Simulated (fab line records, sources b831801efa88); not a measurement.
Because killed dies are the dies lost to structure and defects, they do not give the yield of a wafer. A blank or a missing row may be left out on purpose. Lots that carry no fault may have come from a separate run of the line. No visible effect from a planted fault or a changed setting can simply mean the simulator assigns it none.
fab line records + flow gf180mcu
[record]
- lots = 7
- wafers = 21
- lastDay = 34
route steps=602 shown V1@345
lots with no fault: from the same line, run without faults
startH: hours from the record's opening day to when the first of the lot's shown wafers began + waitH: how many hours have passed since the lot's step before this one + " as in the row above + L1.1+2: one row covering several wafers at once + - no value, or no start was given + * or withheld: withheld + < > ~ a bound
route shown NAME@n: names a module that has steps shown in the file, with the first one's number in the route + usual: mean/standard deviation taken from wafers without a fault + same: alike in all rows + chamber/n: place in a boat + sites: the reading at each site + _std_site: how widely they spread, as a standard deviation + _edge_site: mean of outer sites minus mean of inner sites + radiusMm: for every site, how far away it sits from the centre of the wafer + mask NAME#n: copy n + behind: the most recent tool/chamber to have shaped the wafer + hold: what put the lot on hold/how long, in hours/how the hold closed + device: whichever transistor did not switch (one of n, p or np) + end of line: the same wafers' tests at the end of the route + where a step has no rows: the recipe by itself + killed: dies that structure and defects cost at the first sort, which is not the same as the wafer's yield + map: the dies of a wafer, with x for killed, . for not killed, _ for no die there
set.NAME: the setting the step ran with; set.NAME@STEP: the setting that earlier step ran with + model.NAME: the simulator's own value behind a step, which no gauge read
a table for each step, a row for each wafer; lots at some steps of the route
services: when a tool's chamber went out of use (startH, in hours from the record's first day, below 0 if earlier), for how many hours, and the reason
[[steps]]
[step GF_V1_SOFTBAKE_10]
[recipe]
- tempC = 130
- timeS = 60
- resist = KrF
[step GF_V1_EXPOSE_11]
[recipe]
- maskId = Via1
- targetCdNm = 260
- na = 0.68
- sourceShape = conventional
- sigmaOuter = 0.6
- doseMj = 38
[step GF_V1_PEB_12]
[recipe]
- pebTempC = 135
- pebTimeS = 90
- resist = KrF
[step GF_V1_DEVELOP_13]
[recipe]
- developTimeS = 60
- resist = KrF
- devTempC = 21
[step GF_V1_CD_MEAS_14]
[recipe]
- targetCdNm = 260
[usual]
- cdNm = 259.8/1.3
| lot.wafer | tool     | chamber | startH | waitH | cdNm  |
|-----------|----------|---------|--------|-------|-------|
| L295.1    | cdSem-01 | -       | 436.10 | 0.2   | 259.8 |
| L295.4    | "        | -       | "      | "     | 259.1 |
| L295.5    | "        | -       | "      | "     | 260.0 |
| L299.1    | cdSem-01 | -       | 459.76 | 0.1   | 259.9 |
| L299.3    | "        | -       | "      | "     | 259.0 |
| L299.6    | "        | -       | "      | "     | 258.6 |
| L307.2    | cdSem-01 | -       | 532.76 | 0.1   | 260.7 |
| L307.4    | "        | -       | "      | "     | 259.6 |
| L307.6    | "        | -       | "      | "     | 259.2 |
| L308.1    | cdSem-02 | -       | 540.14 | 0.1   | 257.5 |
| L308.2    | "        | -       | "      | "     | 257.9 |
| L308.5    | "        | -       | "      | "     | 258.2 |
| L309.2    | cdSem-01 | -       | 550.93 | 0.1   | 260.5 |
| L309.3    | "        | -       | "      | "     | 259.5 |
| L309.6    | "        | -       | "      | "     | 261.3 |
| L315.2    | cdSem-01 | -       | 591.23 | 0.1   | 259.7 |
| L315.4    | "        | -       | "      | "     | 259.4 |
| L315.5    | "        | -       | "      | "     | 260.3 |
| L316.2    | cdSem-01 | -       | 598.47 | 0.1   | 260.1 |
| L316.3    | "        | -       | "      | "     | 259.1 |
| L316.4    | "        | -       | "      | "     | 258.8 |
[step GF_V1_OVL_MEAS_15]
[usual]
- V1_OVL = -1/6.2
| lot.wafer | tool       | chamber | startH | waitH | V1_OVL[nm] |
|-----------|------------|---------|--------|-------|------------|
| L295.1    | overlay-01 | -       | 436.22 | 0.1   | -7         |
| L295.4    | "          | -       | "      | "     | -6         |
| L295.5    | "          | -       | "      | "     | -5         |
| L299.1    | overlay-02 | -       | 459.88 | 0.1   | 2          |
| L299.3    | "          | -       | "      | "     | 5          |
| L299.6    | "          | -       | "      | "     | 1          |
| L307.2    | overlay-02 | -       | 532.87 | 0.1   | 2          |
| L307.4    | "          | -       | "      | "     | 1          |
| L307.6    | "          | -       | "      | "     | -4         |
| L308.1    | overlay-01 | -       | 540.26 | 0.1   | 12         |
| L308.2    | "          | -       | "      | "     | 1          |
| L308.5    | "          | -       | "      | "     | 7          |
| L309.2    | overlay-02 | -       | 551.03 | 0.1   | -3         |
| L309.3    | "          | -       | "      | "     | -7         |
| L309.6    | "          | -       | "      | "     | -6         |
| L315.2    | overlay-01 | -       | 591.33 | 0.1   | -15        |
| L315.4    | "          | -       | "      | "     | -13        |
| L315.5    | "          | -       | "      | "     | -3         |
| L316.2    | overlay-02 | -       | 598.57 | 0.1   | -3         |
| L316.3    | "          | -       | "      | "     | -6         |
| L316.4    | "          | -       | "      | "     | -6         |
[step GF_V1_ETCH_16]
[recipe]
- chemistry = N2/H2
- targetDepthA = withheld
- overetchA = withheld
- timeS = withheld
- target = BARC
- ionEnergyEv = 200
- sourceW = 500
- biasW = 100
- pressureMtorr = 30
- n2FlowSccm = 100
- h2FlowSccm = 200
[usual]
- drypumpMotorCurrentA = 5.8/0.57
- n2FlowSccm = 100.0/0.31
- oesProductAu = 0.856/0.0049
- throttleValvePct = 13.225/0.0096
| lot.wafer | tool       | chamber | startH | waitH | drypumpMotorCurrentA | n2FlowSccm | oesProductAu | throttleValvePct |
|-----------|------------|---------|--------|-------|----------------------|------------|--------------|------------------|
| L295.1    | rieDiel-04 | 2       | 436.26 | 0.0   | 6.3                  | 99.7       | 0.856        | 13.218           |
| L295.4    | "          | 3       | "      | "     | 5.6                  | 99.9       | 0.850        | 13.208           |
| L295.5    | "          | 2       | "      | "     | 6.3                  | 99.7       | 0.854        | 13.234           |
| L299.1    | rieDiel-02 | 1       | 459.92 | 0.0   | 5.5                  | 100.2      | 0.851        | 13.227           |
| L299.3    | "          | 2       | "      | "     | 6.2                  | 100.2      | 0.860        | 13.214           |
| L299.6    | "          | 2       | "      | "     | 6.2                  | 100.0      | 0.857        | 13.222           |
| L307.2    | rieDiel-03 | 1       | 532.90 | 0.0   | 5.6                  | 99.5       | 0.856        | 13.228           |
| L307.4    | "          | 3       | "      | "     | 6.2                  | 100.4      | 0.854        | 13.225           |
| L307.6    | "          | 2       | "      | "     | 6.5                  | 99.3       | 0.847        | 13.254           |
| L308.1    | rieDiel-04 | 1       | 540.30 | 0.0   | 5.0                  | 100.4      | 0.857        | 13.235           |
| L308.2    | "          | 2       | "      | "     | 6.3                  | 100.2      | 0.850        | 13.229           |
| L308.5    | "          | 3       | "      | "     | 5.6                  | 100.0      | 0.848        | 13.235           |
| L309.2    | rieDiel-04 | 0       | 551.06 | 0.0   | 6.5                  | 100.3      | 0.850        | 13.207           |
| L309.3    | "          | 3       | "      | "     | 5.6                  | 100.2      | 0.855        | 13.206           |
| L309.6    | "          | 3       | "      | "     | 5.6                  | 99.7       | 0.853        | 13.239           |
| L315.2    | rieDiel-04 | 3       | 591.36 | 0.0   | 5.6                  | 99.9       | 0.851        | 13.225           |
| L315.4    | "          | 2       | "      | "     | 6.3                  | 99.3       | 0.865        | 13.228           |
| L315.5    | "          | 2       | "      | "     | 6.2                  | 99.6       | 0.864        | 13.229           |
| L316.2    | rieDiel-04 | 0       | 598.60 | 0.0   | 6.5                  | 99.4       | 0.854        | 13.223           |
| L316.3    | "          | 1       | "      | "     | 5.0                  | 100.1      | 0.853        | 13.227           |
| L316.4    | "          | 3       | "      | "     | 5.6                  | 99.7       | 0.855        | 13.219           |
[step GF_V1_ETCH_17]
[recipe]
- chemistry = C4F8/O2/Ar
- maskMaterial = KrF
- target = SiO2
- stopOn = TiN
- sourceW = 1500
- biasW = 1200
- pressureMtorr = 40
- c4f8FlowSccm = withheld
- O2_flow_sccm = 6
- Ar_flow_sccm = 300
- timeS = withheld
- targetDepthA = 6300
[usual]
- oesProductAu = 0.856/0.0052
| lot.wafer | tool       | chamber | startH | waitH | oesProductAu |
|-----------|------------|---------|--------|-------|--------------|
| L295.1    | rieDiel-04 | 2       | -      | -     | 0.859        |
| L295.4    | "          | 3       | "      | "     | 0.858        |
| L295.5    | "          | 2       | "      | "     | 0.857        |
| L299.1    | rieDiel-02 | 1       | -      | -     | 0.854        |
| L299.3    | "          | 2       | "      | "     | 0.862        |
| L299.6    | "          | 2       | "      | "     | 0.861        |
| L307.2    | rieDiel-03 | 1       | -      | -     | 0.858        |
| L307.4    | "          | 3       | "      | "     | 0.867        |
| L307.6    | "          | 2       | "      | "     | 0.858        |
| L308.1    | rieDiel-04 | 1       | -      | -     | 0.863        |
| L308.2    | "          | 2       | "      | "     | 0.862        |
| L308.5    | "          | 3       | "      | "     | 0.860        |
| L309.2    | rieDiel-04 | 0       | -      | -     | 0.854        |
| L309.3    | "          | 3       | "      | "     | 0.854        |
| L309.6    | "          | 3       | "      | "     | 0.857        |
| L315.2    | rieDiel-04 | 3       | -      | -     | 0.857        |
| L315.4    | "          | 2       | "      | "     | 0.866        |
| L315.5    | "          | 2       | "      | "     | 0.856        |
| L316.2    | rieDiel-04 | 0       | -      | -     | 0.850        |
| L316.3    | "          | 1       | "      | "     | 0.858        |
| L316.4    | "          | 3       | "      | "     | 0.851        |
[step GF_V1_STRIP_18]
[recipe]
- chemistry = O2/N2
- powerW = 1400
- pressureMtorr = 1500
- platenTempC = 250
- o2FlowSccm = 3000
- n2FlowSccm = 300
- overashFraction = 0.5
[usual]
- drypumpMotorCurrentA = 5.8/0.31
- heaterPowerW = 364/39
- n2FlowSccm = 300.1/0.85
- oesProductAu = 0.594/0.0048
| lot.wafer | tool           | chamber | startH | waitH | drypumpMotorCurrentA | heaterPowerW | n2FlowSccm | oesProductAu | rfHoursCounterH |
|-----------|----------------|---------|--------|-------|----------------------|--------------|------------|--------------|-----------------|
| L295.1    | plasmaAsher-01 | 1       | 436.38 | -     | 5.9                  | 355          | 299.8      | 0.601        | 80              |
| L295.4    | "              | 0       | "      | "     | 6.4                  | 418          | 299.9      | 0.595        | -               |
| L295.5    | "              | 1       | "      | "     | 5.9                  | 347          | 298.9      | 0.597        | -               |
| L299.1    | plasmaAsher-03 | 0       | 460.04 | -     | 5.5                  | 389          | 301.0      | 0.592        | 37              |
| L299.3    | "              | 0       | "      | "     | 5.5                  | 385          | 300.3      | 0.599        | -               |
| L299.6    | "              | 0       | "      | "     | 5.5                  | 389          | 299.1      | 0.591        | -               |
| L307.2    | plasmaAsher-04 | 0       | 533.03 | -     | 5.8                  | 359          | 300.5      | 0.599        | 11              |
| L307.4    | "              | 1       | "      | "     | 5.5                  | 298          | 299.2      | 0.591        | -               |
| L307.6    | "              | 0       | "      | "     | 5.8                  | 372          | 300.6      | 0.597        | -               |
| L308.1    | plasmaAsher-03 | 1       | 540.43 | -     | 5.8                  | 367          | 299.3      | 0.594        | 46              |
| L308.2    | "              | 0       | "      | "     | 5.5                  | 382          | 299.2      | 0.599        | 46              |
| L308.5    | "              | 0       | "      | "     | 5.4                  | 391          | 300.1      | 0.601        | -               |
| L309.2    | plasmaAsher-04 | 1       | 551.19 | -     | 5.5                  | 301          | 298.9      | 0.595        | 13              |
| L309.3    | "              | 0       | "      | "     | 5.8                  | 356          | 300.6      | 0.593        | -               |
| L309.6    | "              | 0       | "      | "     | 5.8                  | 359          | 300.4      | 0.585        | -               |
| L315.2    | plasmaAsher-01 | 1       | 591.49 | -     | 5.9                  | 346          | 299.9      | 0.601        | 95              |
| L315.4    | "              | 0       | "      | "     | 6.4                  | 415          | 301.5      | 0.592        | -               |
| L315.5    | "              | 0       | "      | "     | 6.4                  | 419          | 301.3      | 0.582        | -               |
| L316.2    | plasmaAsher-01 | 0       | 598.73 | -     | 6.4                  | 414          | 298.9      | 0.601        | 96              |
| L316.3    | "              | 0       | "      | "     | 6.4                  | 422          | 299.5      | 0.596        | -               |
| L316.4    | "              | 1       | "      | "     | 5.9                  | 360          | 300.7      | 0.590        | -               |
[step GF_V1_STRIP_19]
[recipe]
- chemistry = postEtchResidueRemover
- timeS = 1200
- tempC = 72.5
[step GF_V1_CLEAN_20]
[recipe]
- chemistry = DIW
- dry = n2Spin
[step GF_V1_SPUTTER_21]
[recipe]
- material = Ti
- targetThkNm = 15
- chamberPressurePa = 5
- powerW = 2500
- substrateTempC = 200
- timeS = 80.02
[usual]
- cathodeDcPowerW = 2500.0/0.45
- chamberPressurePa = 5.002/0.0091
- throttleValvePct = 29.9/1.1
| lot.wafer | tool          | chamber | startH | waitH | cathodeDcPowerW | chamberPressurePa | throttleValvePct |
|-----------|---------------|---------|--------|-------|-----------------|-------------------|------------------|
| L295.1    | pvdSputter-03 | -       | 436.92 | 0.0   | 2499.4          | 4.995             | 28.2             |
| L295.4    | "             | -       | "      | "     | 2500.2          | 5.002             | 31.2             |
| L295.5    | "             | -       | "      | "     | 2500.1          | 4.980             | 31.3             |
| L299.1    | pvdSputter-02 | -       | 460.58 | 0.0   | 2500.3          | 4.997             | 28.3             |
| L299.3    | "             | -       | "      | "     | 2499.8          | 4.990             | 29.3             |
| L299.6    | "             | -       | "      | "     | 2499.7          | 4.998             | 28.2             |
| L307.2    | pvdSputter-04 | -       | 533.56 | 0.0   | 2499.6          | 4.999             | 30.4             |
| L307.4    | "             | -       | "      | "     | 2499.6          | 5.002             | 28.4             |
| L307.6    | "             | -       | "      | "     | 2500.1          | 5.011             | 30.0             |
| L308.1    | pvdSputter-03 | -       | 540.96 | 0.0   | 2500.5          | 5.004             | 30.9             |
| L308.2    | "             | -       | "      | "     | 2500.4          | 5.005             | 29.7             |
| L308.5    | "             | -       | "      | "     | 2500.1          | 4.994             | 29.5             |
| L309.2    | pvdSputter-03 | -       | 551.73 | 0.0   | 2500.6          | 4.998             | 31.3             |
| L309.3    | "             | -       | "      | "     | 2500.3          | 4.987             | 29.8             |
| L309.6    | "             | -       | "      | "     | 2499.9          | 4.994             | 29.8             |
| L315.2    | pvdSputter-03 | -       | 592.06 | 0.0   | 2500.0          | 5.013             | 29.7             |
| L315.4    | "             | -       | "      | "     | 2499.8          | 4.986             | 28.3             |
| L315.5    | "             | -       | "      | "     | 2499.6          | 4.996             | 28.2             |
| L316.2    | pvdSputter-02 | -       | 599.27 | 0.0   | 2499.9          | 4.998             | 30.8             |
| L316.3    | "             | -       | "      | "     | 2500.4          | 5.000             | 28.2             |
| L316.4    | "             | -       | "      | "     | 2499.8          | 4.997             | 30.6             |
[step GF_V1_SPUTTER_22]
[recipe]
- material = TiN
- targetThkNm = 10
- chamberPressurePa = 5
- powerW = 4000
- timeS = 40
[usual]
- cathodeDcPowerW = 4000.0/0.73
- chamberPressurePa = 4.999/0.01
- throttleValvePct = 29.9/1.1
| lot.wafer | tool          | chamber | startH | waitH | cathodeDcPowerW | chamberPressurePa | throttleValvePct |
|-----------|---------------|---------|--------|-------|-----------------|-------------------|------------------|
| L295.1    | pvdSputter-03 | -       | 436.98 | 0.0   | 4000.5          | 5.010             | 28.7             |
| L295.4    | "             | -       | "      | "     | 4000.0          | 5.009             | 31.2             |
| L295.5    | "             | -       | "      | "     | 4000.6          | 5.010             | 31.0             |
| L299.1    | pvdSputter-02 | -       | 460.64 | 0.0   | 3999.2          | 4.989             | 28.1             |
| L299.3    | "             | -       | "      | "     | 3999.6          | 4.987             | 29.4             |
| L299.6    | "             | -       | "      | "     | 4000.2          | 4.999             | 28.3             |
| L307.2    | pvdSputter-04 | -       | 533.62 | 0.0   | -               | -                 | -                |
| L307.4    | "             | -       | "      | "     | -               | -                 | -                |
| L307.6    | "             | -       | "      | "     | -               | -                 | -                |
| L308.1    | pvdSputter-03 | -       | 541.02 | 0.0   | -               | -                 | -                |
| L308.2    | "             | -       | "      | "     | -               | -                 | -                |
| L308.5    | "             | -       | "      | "     | -               | -                 | -                |
| L309.2    | pvdSputter-03 | -       | 551.79 | 0.0   | -               | -                 | -                |
| L309.3    | "             | -       | "      | "     | -               | -                 | -                |
| L309.6    | "             | -       | "      | "     | -               | -                 | -                |
| L315.2    | pvdSputter-03 | -       | 592.12 | 0.0   | 3999.7          | 5.013             | 29.5             |
| L315.4    | "             | -       | "      | "     | 3999.9          | 5.020             | 28.4             |
| L315.5    | "             | -       | "      | "     | 3999.9          | 5.004             | 28.3             |
| L316.2    | pvdSputter-02 | -       | 599.33 | 0.0   | 4001.3          | 5.005             | 31.0             |
| L316.3    | "             | -       | "      | "     | 3998.8          | 4.992             | 28.3             |
| L316.4    | "             | -       | "      | "     | 3998.6          | 5.007             | 30.7             |
[step GF_V1_CVD_23]
[recipe]
- material = W
- targetThkNm = 350
- timeS = 105.05
- tempC = 400
- pressureTorr = 40
[usual]
- heaterPowerOuterW = 544/27
- heaterPowerW = 874/39
| lot.wafer | tool    | chamber | startH | waitH | heaterPowerOuterW | heaterPowerW | sinceWetCleanH |
|-----------|---------|---------|--------|-------|-------------------|--------------|----------------|
| L295.1    | cvdW-02 | 1       | 437.02 | 0.0   | 566               | 878          | 533            |
| L295.4    | "       | 0       | "      | "     | 503               | 880          | -              |
| L295.5    | "       | 1       | "      | "     | 544               | 867          | -              |
| L299.1    | cvdW-02 | 0       | 460.68 | 0.0   | 514               | 874          | 557            |
| L299.3    | "       | 0       | "      | "     | 510               | 893          | -              |
| L299.6    | "       | 0       | "      | "     | 509               | 891          | -              |
| L307.2    | cvdW-02 | 1       | 533.66 | 0.0   | 554               | 867          | 630            |
| L307.4    | "       | 1       | "      | "     | 582               | 877          | -              |
| L307.6    | "       | 0       | "      | "     | 509               | 872          | -              |
| L308.1    | cvdW-01 | 1       | 541.06 | 0.0   | 582               | 942          | 137            |
| L308.2    | "       | 0       | "      | "     | 550               | 819          | 137            |
| L308.5    | "       | 1       | "      | "     | 574               | 936          | -              |
| L309.2    | cvdW-02 | 1       | 551.83 | 0.0   | 575               | 867          | 648            |
| L309.3    | "       | 0       | "      | "     | 499               | 878          | -              |
| L309.6    | "       | 1       | "      | "     | 560               | 871          | -              |
| L315.2    | cvdW-01 | 1       | 592.16 | 0.0   | 550               | 928          | 188            |
| L315.4    | "       | 0       | "      | "     | 534               | 796          | -              |
| L315.5    | "       | 1       | "      | "     | 592               | 922          | -              |
| L316.2    | cvdW-02 | 1       | 599.37 | 0.0   | 552               | 893          | 695            |
| L316.3    | "       | 1       | "      | "     | 560               | 868          | -              |
| L316.4    | "       | 0       | "      | "     | 500               | 882          | -              |
[[services]]
| tool           | chamber | startH | hours | kind          |
|----------------|---------|--------|-------|---------------|
| plasmaAsher-04 | -       | 421.25 | 9.0   | pm            |
| plasmaAsher-03 | -       | 427.70 | 8.8   | repair        |
| cvdW-02        | 1       | 442.25 | 1.3   | repair        |
| plasmaAsher-01 | -       | 444.50 | 4.7   | repair        |
| plasmaAsher-01 | -       | 447.87 | 1.9   | repair        |
| cvdW-01        | -       | 454.33 | 6.9   | pm            |
| plasmaAsher-01 | -       | 458.96 | 1.6   | repair        |
| cvdW-02        | -       | 476.42 | 2.8   | pm            |
| rieDiel-03     | 0       | 484.10 | 15.1  | repair        |
| rieDiel-03     | 1       | 488.77 | 4.0   | repair        |
| rieDiel-04     | 0       | 491.89 | 6.3   | repair        |
| cvdW-01        | -       | 525.69 | 2.8   | pm            |
| rieDiel-04     | 0       | 536.46 | 5.5   | repair        |
| rieDiel-03     | 3       | 538.28 | 16.4  | repair        |
| pvdSputter-04  | -       | 541.43 | 3.4   | repair        |
| plasmaAsher-03 | -       | 547.57 | 2.9   | repair        |
| rieDiel-04     | 0       | 553.97 | -     | clean         |
| rieDiel-04     | 0       | 553.97 | 29.3  | scheduledDown |
| rieDiel-04     | 0       | 553.97 | 29.3  | ventCycle     |
| rieDiel-02     | 1       | 556.18 | 12.5  | repair        |
| rieDiel-02     | 2       | 560.88 | 6.5   | repair        |
| cvdW-01        | -       | 581.93 | 6.0   | pm            |
| cvdW-02        | 0       | 584.71 | 14.5  | repair        |
| plasmaAsher-03 | -       | 587.70 | 0.6   | repair        |
[[key]]
[firstSign]
- step = GF_V1_SPUTTER_22
- reading = toolRecord
- direction = missing
effect none on later readings
metAt GF_V1_SPUTTER_22
struckWafers L307.2,L307.4,L307.6,L308.1,L308.2,L308.5,L309.2,L309.3,L309.6
laterRowsLeftOut L307.2,L307.4,L307.6,L308.1,L308.2,L308.5,L309.2,L309.3,L309.6
sortLeftOut L307.2,L307.4,L307.6,L308.1,L308.2,L308.5,L309.2,L309.3,L309.6
onsetBetween 436.98 533.62
[fault]
- kind = skippedStepWhole
- tool = pvdSputter-03,pvdSputter-04
- chamber = -
- onsetH = 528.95
- steps = GF_V1_SPUTTER_22
- scope = struckLotsOnly
// sortLeftOut: the simulated sort isn't trusted on such a fault, so these wafers' sort isn't shown, and their yield isn't known
// laterRowsLeftOut: the simulator's readings of these wafers behind a module that went badly wrong aren't trusted and aren't shown, but for the sort
